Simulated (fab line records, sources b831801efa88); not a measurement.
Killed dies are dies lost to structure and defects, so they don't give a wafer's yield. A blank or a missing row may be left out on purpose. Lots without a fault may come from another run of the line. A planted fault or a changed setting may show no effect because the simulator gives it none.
fab line records | flow sky130
record lots=6 wafers=14 last_day=50
route steps=708 shown CONTACT@424 METAL1@434 PAD_OPEN@708
lots that met no fault: from a run of the same line without faults
start_h: hours from the record's first day to the start of the lot's first wafer shown | wait_h: hours since the lot's step before | " the same as in the row above | L1.1+2: a row that stands for several wafers | - no value, or no start given | * or withheld: withheld | < > ~ a bound
route shown NAME@n: a module of which the file shows steps, and the number in the route of the first | usual: mean/standard deviation of fault-free wafers | same: alike in all rows | chamber/n: place in a boat | sites: the reading at each site | _std_site: their standard deviation | _edge_site: outer sites' mean less inner sites' | radius_mm: how far each site lies from the wafer's centre | mask NAME#n: copy n | behind: the tool/chamber that last shaped the wafer | hold: why the lot was held/for how many hours/how that ended | device: the transistor (n, p or np) that didn't switch | end of line: the same wafers' tests at the end of the route | a step without rows: its recipe alone | killed: dies lost to structure and defects at the first sort, not the wafer's yield | map: a wafer's dies, x killed, . not, _ none there
set.NAME: the setting as run; set.NAME@STEP: as run at that earlier step | model.NAME: the simulator's own value behind a step, which no gauge read
lots at some steps of the route; a table a step, a row a wafer
services: from which hour (start_h, from the record's first day; less than 0 if before it) a tool's chamber was out of use, for how many hours, and why
## steps
# step SKY_CONTACT_ETCH_18
# recipe target=Si3N4 chemistry=CHF3/O2 stop_on=TiN source_w=600 bias_w=200 pressure_mtorr=40 chf3_flow_sccm=50 O2_flow_sccm=5 time_s=39 target_depth_a=750
# step SKY_CONTACT_STRIP_19
# recipe chemistry=O2/N2 power_w=1400 pressure_mtorr=1500 platen_temp_c=withheld o2_flow_sccm=3000 n2_flow_sccm=300 overash_fraction=0.5
# step SKY_CONTACT_STRIP_20
# recipe chemistry=post_etch_residue_remover time_s=1200 temp_c=72.5
# step SKY_CONTACT_CLEAN_21
# recipe chemistry=IPA time_s=180 temp_c=25
# step SKY_CONTACT_CLEAN_22
# recipe chemistry=O3/DIW dry=n2_spin
# step SKY_CONTACT_SPUTTER_23
# recipe material=TiN target_thk_nm=20 chamber_pressure_pa=5 power_w=4000 time_s=80
# step SKY_CONTACT_CVD_24
# recipe material=W target_thk_nm=340 time_s=102.12 temp_c=400 pressure_torr=40
# usual heater_power_w=848/82
# same time_s=102.12
# columns lot.wafer tool chamber start_h wait_h heater_power_w
L472.4 cvd_w-01 1 807.22 0.1 790
L472.5 " 1 " " 797
L472.6 " 0 " " 970
L471.1 cvd_w-01 1 808.18 0.0 791
L471.3 " 0 " " 959
L471.6 " 1 " " 803
L480.3 cvd_w-02 1 876.07 0.1 756
L480.4 " 0 " " 885
L480.6 " 0 " " 851
L482.5 cvd_w-01 0 879.75 0.1 985
L484.2 cvd_w-01 0 889.49 0.0 971
L486.2 cvd_w-01 0 911.36 0.0 954
L486.3 " 1 " " 791
L486.6 " 0 " " 989
# step SKY_CONTACT_RS_MEAS_25
# recipe thk_meas_gauge=four-point-probe reads=W_of_CONTACT_CVD_24+TiN_of_CONTACT_SPUTTER_23
# usual CONTACT_W_RS=0.341/0.0041
# columns lot.wafer tool chamber start_h wait_h CONTACT_W_RS[ohm/sq]
L472.4 film_metro-04 - 807.36 0.1 0.341
L472.5 " - " " 0.340
L472.6 " - " " 0.342
L471.1 film_metro-01 - 808.29 0.1 0.342
L471.3 " - " " 0.343
L471.6 " - " " 0.339
L480.3 film_metro-03 - 876.18 0.1 0.342
L480.4 " - " " 0.341
L480.6 " - " " 0.338
L482.5 film_metro-04 - 879.86 0.1 0.337
L484.2 film_metro-03 - 889.62 0.1 0.339
L486.2 film_metro-03 - 911.49 0.1 0.338
L486.3 " - " " 0.339
L486.6 " - " " 0.338
# step SKY_CONTACT_THK_MEAS_26
# recipe thk_meas_gauge=xrf reads=W_of_CONTACT_CVD_24
# usual CONTACT_W_THK=345/5.6
# columns lot.wafer tool chamber start_h wait_h CONTACT_W_THK[nm]
L472.4 film_metro-04 - 807.45 0.1 350
L472.5 " - " " 350
L472.6 " - " " 347
L471.1 film_metro-01 - 808.41 0.1 342
L471.3 " - " " 343
L471.6 " - " " 346
L480.3 film_metro-03 - 876.28 0.1 340
L480.4 " - " " 341
L480.6 " - " " 344
L482.5 film_metro-04 - 879.94 0.1 355
L484.2 film_metro-03 - 889.73 0.1 341
L486.2 film_metro-03 - 911.60 0.1 343
L486.3 " - " " 344
L486.6 " - " " 344
# step SKY_CONTACT_CMP_27
# recipe stop_on=SiO2 t_overpolish_s=15 down_force_psi=3.5 platen_rpm=60 target_thk_nm=0 pad_velocity_m_s=0.94248
# usual edge_zone_pressure_frac=1.000/0.005 motor_current_A=10.9/1.2 overpolish_run_s=15.000/0.0095 time_to_endpoint_s=82/4.4
# columns lot.wafer tool chamber start_h wait_h edge_zone_pressure_frac motor_current_A overpolish_run_s time_to_endpoint_s
L472.4 cmp-02 2 807.63 0.2 1.001 11.7 15.011 81
L472.5 " 3 " " 0.999 11.4 15.003 85
L472.6 " 0 " " 1.000 8.9 14.990 78
L471.1 cmp-02 2 808.57 0.1 1.009 10.6 15.003 85
L471.3 " 3 " " 1.001 11.1 15.008 88
L471.6 " 0 " " 1.008 9.6 14.984 80
L480.3 cmp-02 3 876.37 0.1 1.004 11.0 14.995 81
L480.4 " 0 " " 0.994 9.1 15.011 71
L480.6 " 3 " " 1.005 10.7 14.994 81
L482.5 cmp-01 0 880.16 0.2 1.003 14.0 15.008 90
L484.2 cmp-02 3 889.88 0.1 0.996 10.9 14.994 86
L486.3 cmp-02 2 911.70 0.1 0.999 10.8 14.997 85
L486.2 " 0 " " 0.998 9.2 15.024 80
L486.6 " 2 " " 1.002 11.4 14.996 86
# step SKY_METAL1_SPUTTER_00
# recipe material=Ti target_thk_nm=15 power_w=3000 time_s=10 chamber_pressure_pa=0.4
# usual chamber_pressure_pa=0.3999/0.00086 throttle_valve_pct=30.1/1
# same time_s=10
# columns lot.wafer tool chamber start_h wait_h chamber_pressure_pa throttle_valve_pct
L472.4 pvd_sputter-03 - 807.79 0.1 0.3986 29.9
L472.5 " - " " 0.4018 29.6
L472.6 " - " " 0.3994 28.6
L471.1 pvd_sputter-02 - 808.77 0.1 0.4001 31.2
L471.3 " - " " 0.4004 29.7
L471.6 " - " " 0.4004 31.1
L480.3 pvd_sputter-01 - 876.62 0.2 0.3996 31.4
L480.4 " - " " 0.3999 29.6
L480.6 " - " " 0.4000 29.6
L482.5 pvd_sputter-02 - 880.27 0.1 0.4009 28.5
L484.2 pvd_sputter-02 - 890.08 0.1 0.3999 28.4
L486.2 pvd_sputter-01 - 911.95 0.1 0.3986 31.0
L486.3 " - " " 0.3984 31.2
L486.6 " - " " 0.3990 29.7
# step SKY_METAL1_SPUTTER_01
# recipe material=TiN target_thk_nm=20 power_w=6500 time_s=16.7 chamber_pressure_pa=0.4
# step SKY_METAL1_SPUTTER_02
# recipe material=AlCu target_thk_nm=250 power_w=10600 time_s=13.3 chamber_pressure_pa=0.4
# usual chamber_pressure_pa=0.4000/0.00082 throttle_valve_pct=30.1/1
# columns lot.wafer tool chamber start_h wait_h chamber_pressure_pa throttle_valve_pct model.AlCu_of_METAL1_SPUTTER_02.thk_nm
L472.4 pvd_sputter-03 - 807.84 0.0 0.4001 30.0 245.1
L472.5 " - " " 0.4007 29.5 247.6
L472.6 " - " " 0.4009 28.6 250.5
L471.1 pvd_sputter-02 - 808.81 0.0 0.4003 31.2 244.5
L471.3 " - " " 0.3994 29.6 248.6
L471.6 " - " " 0.3989 31.1 243.7
L480.3 pvd_sputter-01 - 876.67 0.0 0.3992 31.5 248
L480.4 " - " " 0.3994 29.8 254.2
L480.6 " - " " 0.3999 29.6 255
L482.5 pvd_sputter-02 - 880.32 0.0 0.3994 28.5 232.4
L484.2 pvd_sputter-02 - 890.13 0.0 0.4017 28.4 233.1
L486.2 pvd_sputter-01 - 911.99 0.0 0.4000 30.6 253.3
L486.3 " - " " 0.3998 31.4 252.7
L486.6 " - " " 0.4007 29.6 258.8
# step SKY_METAL1_SPUTTER_03
# recipe material=Ti target_thk_nm=5 power_w=3000 time_s=3.3 chamber_pressure_pa=0.4
# usual chamber_pressure_pa=0.4001/0.00075 throttle_valve_pct=30.1/1.1
# same time_s=3.3
# columns lot.wafer tool chamber start_h wait_h chamber_pressure_pa throttle_valve_pct
L472.4 pvd_sputter-03 - 807.86 0.0 0.3987 29.9
L472.5 " - " " 0.4000 29.3
L472.6 " - " " 0.3983 28.6
L471.1 pvd_sputter-02 - 808.84 0.0 0.3997 31.2
L471.3 " - " " 0.3985 29.6
L471.6 " - " " 0.3993 31.8
L480.3 pvd_sputter-01 - 876.69 0.0 0.4008 31.2
L480.4 " - " " 0.4013 29.8
L480.6 " - " " 0.4012 29.7
L482.5 pvd_sputter-02 - 880.35 0.0 0.4012 28.1
L484.2 pvd_sputter-02 - 890.16 0.0 0.3982 28.4
L486.2 pvd_sputter-01 - 912.02 0.0 0.4009 30.8
L486.3 " - " " 0.4003 31.5
L486.6 " - " " 0.4002 29.5
# step SKY_METAL1_SPUTTER_04
# recipe material=TiN target_thk_nm=70 power_w=6500 time_s=58.3 chamber_pressure_pa=0.4
# usual chamber_pressure_pa=0.3999/0.0008 throttle_valve_pct=30.1/1
# same time_s=58.3
# columns lot.wafer tool chamber start_h wait_h chamber_pressure_pa throttle_valve_pct
L472.4 pvd_sputter-03 - 807.89 0.0 0.3993 29.9
L472.5 " - " " 0.4014 29.4
L472.6 " - " " 0.4006 28.4
L471.1 pvd_sputter-02 - 808.86 0.0 0.3998 31.3
L471.3 " - " " 0.4000 29.6
L471.6 " - " " 0.3986 31.4
L480.3 pvd_sputter-01 - 876.71 0.0 0.3992 31.2
L480.4 " - " " 0.4007 29.7
L480.6 " - " " 0.4001 29.8
L482.5 pvd_sputter-02 - 880.38 0.0 0.3984 28.5
L484.2 pvd_sputter-02 - 890.18 0.0 0.4006 28.7
L486.2 pvd_sputter-01 - 912.04 0.0 0.3994 30.9
L486.3 " - " " 0.3997 31.1
L486.6 " - " " 0.3995 29.9
# step SKY_METAL1_RS_MEAS_05
# recipe thk_meas_gauge=four-point-probe reads=TiN_of_METAL1_SPUTTER_04+Ti_of_METAL1_SPUTTER_03+AlCu_of_METAL1_SPUTTER_02+TiN_of_METAL1_SPUTTER_01+Ti_of_METAL1_SPUTTER_00
# usual METAL1_ALCU_RS=0.1275/0.0021
# columns lot.wafer tool chamber start_h wait_h METAL1_ALCU_RS[ohm/sq]
L472.4 film_metro-02 - 807.98 0.1 0.1292
L472.5 " - " " 0.1279
L472.6 " - " " 0.1263
L471.1 film_metro-01 - 808.90 0.0 0.1294
L471.3 " - " " 0.1275
L471.6 " - " " 0.1306
L480.3 film_metro-03 - 876.80 0.1 0.1283
L480.4 " - " " 0.1247
L480.6 " - " " 0.1245
L482.5 film_metro-03 - 880.48 0.1 0.1370
L484.2 film_metro-01 - 890.24 0.0 0.1364
L486.2 film_metro-02 - 912.11 0.0 0.1250
L486.3 " - " " 0.1253
L486.6 " - " " 0.1221
# step SKY_METAL1_THK_MEAS_06
# recipe thk_meas_gauge=xrf reads=AlCu_of_METAL1_SPUTTER_02
# usual METAL1_ALCU_THK=250/4.1
# columns lot.wafer tool chamber start_h wait_h METAL1_ALCU_THK[nm]
L472.4 film_metro-02 - 808.07 0.1 245
L472.5 " - " " 249
L472.6 " - " " 250
L471.1 film_metro-01 - 809.02 0.1 247
L471.3 " - " " 248
L471.6 " - " " 245
L480.3 film_metro-03 - 876.90 0.1 250
L480.4 " - " " 257
L480.6 " - " " 256
L482.5 film_metro-03 - 880.56 0.1 234
L484.2 film_metro-01 - 890.35 0.1 234
L486.2 film_metro-02 - 912.22 0.1 256
L486.3 " - " " 255
L486.6 " - " " 259
# step SKY_METAL1_DEHYDRATE_07
# recipe temp_c=200 time_s=60
# step SKY_PAD_OPEN_PROBE_99
# usual killed_at_M0_to_M3=43/6.8 killed_at_M4_up=3.2/2 killed_at_contacts=24/5.3 killed_at_front_end=16/4.4 killed_at_other=0.3/0.54 killed_dies=86/9.4 killed_open=48/6.6 killed_short=38/6.5
# same gross_dies=492 killed_at_back_side=0
# columns lot.wafer tool chamber start_h wait_h killed_at_M0_to_M3 killed_at_M4_up killed_at_contacts killed_at_front_end killed_at_other killed_dies killed_open killed_short model.etest.met1.line_ohm_um model.etest.met1.rs_ohm_sq
L472.4 prober-01 - 1138.35 0.2 39 5 16 12 0 72 36 36 0.9347 0.1321
L472.5 prober-01 - 1138.40 0.2 39 5 17 18 0 79 44 35 0.9063 0.1304
L472.6 prober-01 - 1138.45 0.2 31 2 22 16 0 71 34 37 0.9063 0.1275
L471.1 prober-02 - 1140.50 0.1 49 2 25 16 1 93 48 45 0.9303 0.1308
L471.3 prober-02 - 1140.60 0.2 42 3 23 19 0 87 43 44 0.9234 0.1285
L471.6 prober-02 - 1140.75 0.2 43 0 20 16 0 79 49 30 0.9031 0.1313
L480.3 prober-02 - 1186.94 0.2 39 1 33 9 1 83 57 25 0.915 0.1289
L480.4 prober-02 - 1186.99 0.2 45 8 22 12 1 88 52 35 0.8701 0.1263
L480.6 prober-02 - 1187.09 0.2 39 3 22 18 0 82 42 40 0.8952 0.1265
L482.5 prober-02 - 1190.11 0.2 41 3 33 18 0 95 54 41 1.003 0.1379
L484.2 prober-01 - 1194.42 0.1 24 5 28 15 0 72 36 35 1.023 0.1399
L486.2 prober-01 - 1208.15 0.1 44 4 15 30 0 93 44 41 0.8937 0.1267
L486.3 prober-01 - 1208.20 0.2 40 5 21 19 0 85 48 37 0.9203 0.1276
L486.6 prober-01 - 1208.35 0.2 53 1 16 16 0 86 45 40 0.8767 0.1232
# killed by level:class
L472.4 VIA1:geometric_particle:open=11 METAL1:geometric_particle:short=7 CONTACT:geometric_particle:open=6 POLY_GATE:geometric_particle:open=4 CONTACT:geometric_particle:short=4 VIA1:geometric_particle:short=4 VIA3:geometric_particle:open=4 POLY_GATE:geometric_particle:short=3
L472.5 VIA1:geometric_particle:open=11 POLY_GATE:geometric_particle:open=6 VIA2:geometric_particle:short=6 METAL2:geometric_particle:short=6 CONTACT:geometric_particle:open=5 VIA3:geometric_particle:open=5 POLY_GATE:geometric_particle:short=4 CONTACT:geometric_particle:short=4
L472.6 POLY_GATE:geometric_particle:short=8 CONTACT:geometric_particle:open=8 LI_CONTACT:geometric_particle:open=7 VIA1:geometric_particle:open=6 METAL2:geometric_particle:short=5 VIA2:geometric_particle:short=4 VIA2:geometric_particle:open=4 METAL3:geometric_particle:short=4
L471.1 VIA1:geometric_particle:open=12 CONTACT:geometric_particle:open=9 METAL2:geometric_particle:short=7 POLY_GATE:geometric_particle:short=6 LI_CONTACT:geometric_particle:open=6 VIA1:geometric_particle:short=6 VIA2:geometric_particle:open=6 METAL1:geometric_particle:short=5
L471.3 FIELD_ISO:geometric_particle:short=9 VIA1:geometric_particle:open=9 VIA3:geometric_particle:open=7 LI_CONTACT:geometric_particle:open=6 FIELD_ISO:geometric_particle:open=5 VIA3:geometric_particle:short=5 METAL2:geometric_particle:short=5 LOCAL_INTERCONNECT:geometric_particle:open=4
L471.6 VIA1:geometric_particle:open=13 VIA1:geometric_particle:short=9 POLY_GATE:geometric_particle:open=7 CONTACT:geometric_particle:open=7 METAL2:geometric_particle:short=7 VIA2:geometric_particle:open=6 POLY_GATE:geometric_particle:short=5 VIA3:geometric_particle:open=4
L480.3 CONTACT:geometric_particle:open=17 VIA1:geometric_particle:open=11 VIA2:geometric_particle:open=8 LI_CONTACT:geometric_particle:open=8 VIA3:geometric_particle:open=6 CONTACT:geometric_particle:short=4 METAL2:geometric_particle:short=4 METAL3:geometric_particle:short=4
L480.4 VIA2:geometric_particle:open=9 VIA1:geometric_particle:open=7 LI_CONTACT:geometric_particle:open=7 CONTACT:geometric_particle:open=7 VIA3:geometric_particle:open=7 VIA3:geometric_particle:short=6 FIELD_ISO:geometric_particle:open=4 POLY_GATE:geometric_particle:short=4
L480.6 CONTACT:geometric_particle:open=12 VIA1:geometric_particle:open=9 METAL2:geometric_particle:short=9 POLY_GATE:geometric_particle:short=6 VIA3:geometric_particle:open=6 FIELD_ISO:geometric_particle:open=4 VIA1:geometric_particle:short=4 METAL1:geometric_particle:short=4
L482.5 CONTACT:geometric_particle:open=13 VIA1:geometric_particle:open=13 METAL2:geometric_particle:short=9 LI_CONTACT:geometric_particle:open=8 POLY_GATE:geometric_particle:short=5 LOCAL_INTERCONNECT:geometric_particle:short=5 FIELD_ISO:geometric_particle:open=4 SPACER:geometric_particle:open=4
L484.2 CONTACT:geometric_particle:open=11 LI_CONTACT:geometric_particle:open=7 VIA1:geometric_particle:short=6 LOCAL_INTERCONNECT:geometric_particle:short=5 FIELD_ISO:geometric_particle:short=4 POLY_GATE:geometric_particle:open=4 CONTACT:geometric_particle:short=4 VIA1:geometric_particle:open=4
L486.2 VIA1:geometric_particle:open=12 POLY_GATE:geometric_particle:short=7 POLY_GATE:geometric_particle:open=6 METAL1:geometric_particle:short=6 CONTACT:geometric_particle:open=5 SONOS_ONO:coat_microbubble_printed=5 VIA2:geometric_particle:short=5 FIELD_ISO:geometric_particle:open=4
L486.3 VIA1:geometric_particle:open=12 LI_CONTACT:geometric_particle:open=8 VIA1:geometric_particle:short=7 VIA2:geometric_particle:open=6 FIELD_ISO:geometric_particle:short=5 CONTACT:geometric_particle:open=5 POLY_GATE:geometric_particle:short=4 POLY_GATE:geometric_particle:open=4
L486.6 VIA1:geometric_particle:open=14 CONTACT:geometric_particle:open=7 VIA2:geometric_particle:open=7 METAL2:geometric_particle:short=7 POLY_GATE:geometric_particle:short=6 VIA2:geometric_particle:short=6 VIA1:geometric_particle:short=5 SPACER:geometric_particle:open=4
## services
# columns tool chamber start_h hours kind
cvd_w-01 - 788.95 0.7 repair
cmp-02 - 798.65 2.1 repair
pvd_sputter-03 3 802.84 - consumable_replace:kit
pvd_sputter-03 3 802.84 18.0 scheduled_down
pvd_sputter-03 3 802.84 18.0 vent_cycle
cmp-01 - 809.50 5.1 pm
pvd_sputter-02 3 816.59 - consumable_replace:kit
pvd_sputter-02 3 816.59 18.0 scheduled_down
pvd_sputter-02 3 816.59 18.0 vent_cycle
pvd_sputter-01 1 830.61 - consumable_replace:kit
pvd_sputter-01 1 830.61 18.0 scheduled_down
pvd_sputter-01 1 830.61 18.0 vent_cycle
cvd_w-01 0 836.55 12.3 repair
cmp-02 - 838.63 3.8 pm
cmp-01 - 847.83 5.3 repair
pvd_sputter-02 - 887.03 0.6 repair
cvd_w-01 - 901.81 0.3 repair
cvd_w-02 - 904.00 14.0 pm
cvd_w-02 0 904.00 14.0 vent_cycle
cvd_w-02 1 904.00 14.0 vent_cycle
pvd_sputter-03 - 911.46 1.9 repair
cmp-01 - 912.00 4.0 pm
## key
first_sign step=SKY_METAL1_RS_MEAS_05 reading=METAL1_ALCU_RS direction=up sigmas=4.5 usual=0.1275 struck=0.1367
effect step=SKY_METAL1_THK_MEAS_06 reading=METAL1_ALCU_THK direction=down sigmas=3.9 usual=250 struck=234
model_effect step=SKY_METAL1_SPUTTER_02 value=AlCu_of_METAL1_SPUTTER_02.thk_nm without=247.9 struck=232.7
model_effect step=SKY_PAD_OPEN_PROBE_99 value=etest.met1.line_ohm_um without=0.9491 struck=1.013
met_at SKY_METAL1_SPUTTER_02
struck_wafers L482.5,L484.2
tester_left_out L482,L484
also_fits SKY_METAL1_SPUTTER_00:pvd_sputter-02,SKY_METAL1_SPUTTER_03:pvd_sputter-02,SKY_METAL1_SPUTTER_04:pvd_sputter-02
earlier_fault kind=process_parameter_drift tool=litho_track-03 chamber=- onset_h=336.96 steps=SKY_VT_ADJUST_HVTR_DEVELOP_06 channel=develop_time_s offset=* shape=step end_h=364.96 acts_in=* stated=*
fault kind=process_parameter_drift tool=pvd_sputter-02 chamber=- onset_h=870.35 steps=SKY_METAL1_SPUTTER_02 channel=time_s offset=* shape=step acts_in=* stated=* scope=struck_wafers_only
# tester_left_out: of these lots the tester's yield and bins aren't shown, on N5 and GAA mostly nor the transistor test; their killed dies are dies lost to structure and defects alone, not to doping, threshold or leakage, so they don't give the yield
